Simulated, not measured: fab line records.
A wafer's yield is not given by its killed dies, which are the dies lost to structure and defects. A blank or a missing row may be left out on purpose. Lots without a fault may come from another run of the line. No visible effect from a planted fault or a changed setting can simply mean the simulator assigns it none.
The tool behind it: which one?    flow sky130    11 lots, 33 wafers sampled, at 6 steps of a route of 708

## WHAT THE GAUGES SHOWED, per wafer
No reading from a measuring or inspecting step in the record can be judged against a usual standard deviation.

## WHICH TOOL RAN EACH LOT (tool, then ch and the chambers of the sampled wafers, then the start)
lot   SKY_CONTACT_CVD_24             SKY_METAL1_SPUTTER_02         SKY_METAL1_SPUTTER_04         SKY_METAL1_METAL_ETCH_19           SKY_METAL1_STRIP_20                   SKY_PAD_OPEN_PROBE_99
L647  cvd_w-01 ch 0,1, day 31 15:49  pvd_sputter-01, day 31 16:27  pvd_sputter-01, day 31 16:29  rie_metal-04 ch 0,1, day 32 20:05  plasma_asher-01 ch 0,1, day 32 20:10  prober-02, day 45 18:54
L652  cvd_w-02 ch 0,1, day 33 08:21  pvd_sputter-01, day 33 08:59  pvd_sputter-01, day 33 09:02  rie_metal-03 ch 0,1, day 34 11:37  plasma_asher-04 ch 0,1, day 34 11:43  prober-01, day 47 05:17
L653  cvd_w-02 ch 0,1, day 33 14:53  pvd_sputter-03, day 33 15:29  pvd_sputter-03, day 33 15:32  rie_metal-03 ch 0,1, day 34 18:28  plasma_asher-01 ch 0,1, day 34 18:38  -
L654  cvd_w-02 ch 0,1, day 33 22:38  pvd_sputter-04, day 33 23:17  pvd_sputter-04, day 33 23:19  rie_metal-03 ch 0,1, day 35 02:19  plasma_asher-04 ch 0,1, day 35 02:25  -
L657  cvd_w-02 ch 0,1, day 34 20:10  pvd_sputter-04, day 34 20:49  pvd_sputter-04, day 34 20:51  rie_metal-04 ch 0,1, day 35 23:31  plasma_asher-04 ch 0,1, day 35 23:37  -
L664  cvd_w-02 ch 0,1, day 37 04:09  pvd_sputter-01, day 37 04:47  pvd_sputter-01, day 37 04:50  rie_metal-03 ch 0,1, day 38 07:02  plasma_asher-02 ch 0,1, day 38 07:08  -
L663  cvd_w-01 ch 0,1, day 37 07:20  pvd_sputter-04, day 37 08:03  pvd_sputter-04, day 37 08:05  rie_metal-03 ch 0,1, day 38 10:19  plasma_asher-01 ch 0,1, day 38 10:25  prober-01, day 49 22:22
L665  cvd_w-02 ch 0,1, day 37 18:28  pvd_sputter-04, day 37 19:13  pvd_sputter-04, day 37 19:15  rie_metal-02 ch 0,1, day 38 20:10  plasma_asher-02 ch 0,1, day 38 20:16  prober-02, day 50 04:39
L666  cvd_w-01 ch 0,1, day 37 23:45  pvd_sputter-03, day 38 00:23  pvd_sputter-03, day 38 00:26  rie_metal-02 ch 1, day 39 02:08    plasma_asher-01 ch 0,1, day 39 02:19  prober-01, day 50 09:23
L669  cvd_w-01 ch 1, day 38 16:59    pvd_sputter-03, day 38 17:47  pvd_sputter-03, day 38 17:50  rie_metal-04 ch 0,1, day 39 18:55  plasma_asher-04 ch 0,1, day 39 19:01  prober-01, day 51 01:14
L670  cvd_w-01 ch 0,1, day 38 20:40  pvd_sputter-01, day 38 21:16  pvd_sputter-01, day 38 21:19  rie_metal-04 ch 0,1, day 39 22:18  plasma_asher-04 ch 0,1, day 39 22:24  prober-02, day 50 23:50
- SKY_CONTACT_CVD_24: deposits W, target thk 340 nm, time 102.12 s.
- SKY_METAL1_SPUTTER_02: material AlCu, target thk 250 nm, time 13.3 s.
- SKY_METAL1_SPUTTER_04: material TiN, target thk 70 nm, time 58.3 s.
- SKY_METAL1_METAL_ETCH_19: etches the open film in Cl2/BCl3, stops on SiO2, target depth 360 nm, time 78 s.
- SKY_METAL1_STRIP_20: strips in O2/N2.
- SKY_PAD_OPEN_PROBE_99

## WHAT THE TOOLS THEMSELVES READ (means of the sampled wafers that have a number; where no wafer has one, the mark that the record gives instead)
SKY_CONTACT_CVD_24.
lot   tool      heater_power_outer_w (W)  heater_power_w (W)
L647  cvd_w-01  488                       824
L652  cvd_w-02  530                       871
L653  cvd_w-02  534                       860
L654  cvd_w-02  532                       848
L657  cvd_w-02  532                       848
L664  cvd_w-02  495                       838
L663  cvd_w-01  486                       843
L665  cvd_w-02  500                       824
L666  cvd_w-01  480                       842
L669  cvd_w-01  516                       859
L670  cvd_w-01  497                       840

SKY_METAL1_SPUTTER_02.
lot   tool            throttle_valve_pct (%)
L647  pvd_sputter-01  30.7
L652  pvd_sputter-01  30.0
L653  pvd_sputter-03  29.5
L654  pvd_sputter-04  29.5
L657  pvd_sputter-04  29.6
L664  pvd_sputter-01  30.7
L663  pvd_sputter-04  30.6
L665  pvd_sputter-04  30.4
L666  pvd_sputter-03  29.7
L669  pvd_sputter-03  29.0
L670  pvd_sputter-01  30.3

SKY_METAL1_SPUTTER_04.
lot   tool            throttle_valve_pct (%)
L647  pvd_sputter-01  30.7
L652  pvd_sputter-01  30.2
L653  pvd_sputter-03  29.3
L654  pvd_sputter-04  29.3
L657  pvd_sputter-04  29.5
L664  pvd_sputter-01  30.7
L663  pvd_sputter-04  30.4
L665  pvd_sputter-04  30.5
L666  pvd_sputter-03  29.6
L669  pvd_sputter-03  29.1
L670  pvd_sputter-01  30.1

SKY_METAL1_METAL_ETCH_19.
lot   tool          drypump_motor_current_A (A)  oes_product_au (a.u.)  rf_fwd_power_W (W)  throttle_valve_pct (%)
L647  rie_metal-04  6.6                          0.844                  895.5               22.271
L652  rie_metal-03  5.6                          0.853                  893.1               22.250
L653  rie_metal-03  5.9                          0.795                  895.0               22.271
L654  rie_metal-03  5.9                          0.825                  891.4               22.273
L657  rie_metal-04  6.6                          0.861                  895.1               22.259
L664  rie_metal-03  5.9                          0.856                  893.0               22.263
L663  rie_metal-03  5.9                          0.856                  892.8               22.264
L665  rie_metal-02  6.5                          0.859                  893.1               22.260
L666  rie_metal-02  6.6                          0.856                  894.3               22.272
L669  rie_metal-04  6.5                          0.854                  895.7               22.264
L670  rie_metal-04  6.5                          0.852                  894.0               22.259

SKY_METAL1_STRIP_20.
lot   tool             drypump_motor_current_A (A)  oes_product_au (a.u.)  strip_time_to_endpoint_s (s)
L647  plasma_asher-01  5.6                          0.342                  2.63
L652  plasma_asher-04  5.8                          0.341                  2.69
L653  plasma_asher-01  5.5                          0.327                  2.31
L654  plasma_asher-04  5.7                          0.337                  2.51
L657  plasma_asher-04  5.8                          0.336                  2.61
L664  plasma_asher-02  5.6                          0.345                  2.68
L663  plasma_asher-01  5.7                          0.339                  2.71
L665  plasma_asher-02  5.9                          0.348                  2.77
L666  plasma_asher-01  5.7                          0.345                  2.76
L669  plasma_asher-04  5.8                          0.343                  2.66
L670  plasma_asher-04  5.8                          0.339                  2.64

SKY_PAD_OPEN_PROBE_99.
lot   tool       defect_limited_yield (%)  killed_at_M0_to_M3  killed_at_M4_up  killed_at_contacts  killed_at_front_end  killed_at_other  killed_dies  killed_open  killed_short  sort_bin_3_pad_short (%)  sort_bin_5_function (%)  sort_bin_6_memory (%)  sort_n_pass  sort_yield_pct (%)
L647  prober-02  82.9                      43                  2.0              25                  14                   0.7              84           46           38            0.9                       9.9                      6.2                    408          82.9
L652  prober-01  80.6                      48                  2.7              23                  22                   0.0              95           53           41            1.1                       10.0                     8.2                    397          80.6
L663  prober-01  81.4                      49                  3.3              24                  14                   1.3              91           44           47            1.2                       10.9                     6.4                    401          81.4
L665  prober-02  80.3                      48                  3.3              24                  21                   0.3              97           53           44            0.7                       11.5                     7.4                    395          80.3
L666  prober-01  82.7                      40                  3.3              27                  15                   0.0              85           46           38            0.9                       10.5                     5.9                    407          82.7
L669  prober-01  83.1                      42                  4.0              21                  16                   0.3              83           44           39            0.8                       10.7                     5.4                    409          83.1
L670  prober-02  85.3                      37                  3.3              22                  10                   0.3              73           42           30            0.7                       9.7                      4.4                    419          85.3

## THE ANSWER, worked out from the rows above alone
Rule: the usual values come from the lots themselves. The widest of any qualifying gaps counts: lots, ordered by their means at a reading, are off when they make up no more than a third of the lots, leave a main group of 4 or more, and stand apart from it by 3 or more times the standard deviation of that group's means. A main group is skipped when, at the precision printed for the reading in the tables above, its means are all equal. A lot without any number at a reading at which 4 lots or more have one is off too. Any other lot the step has rows for is counted as sound. Order of review: gauges by route order, followed by the tools' own readings, for which a lot's mean as printed above is used. The first step at which some lot is off is used, and at that step the reading that is off furthest; a lot without a number counts as furthest.
Off at SKY_METAL1_METAL_ETCH_19 (oes_product_au): L653, L654. The main group has a mean of 0.855 a.u. with a standard deviation of 0.0046.
If a tool, at that step or one of the process steps before it, ran each lot that is off and ran no sound lot following the first of them, it fits. None of those tried fits.

## WHAT HAD BEEN PUT IN BY THE SIMULATOR
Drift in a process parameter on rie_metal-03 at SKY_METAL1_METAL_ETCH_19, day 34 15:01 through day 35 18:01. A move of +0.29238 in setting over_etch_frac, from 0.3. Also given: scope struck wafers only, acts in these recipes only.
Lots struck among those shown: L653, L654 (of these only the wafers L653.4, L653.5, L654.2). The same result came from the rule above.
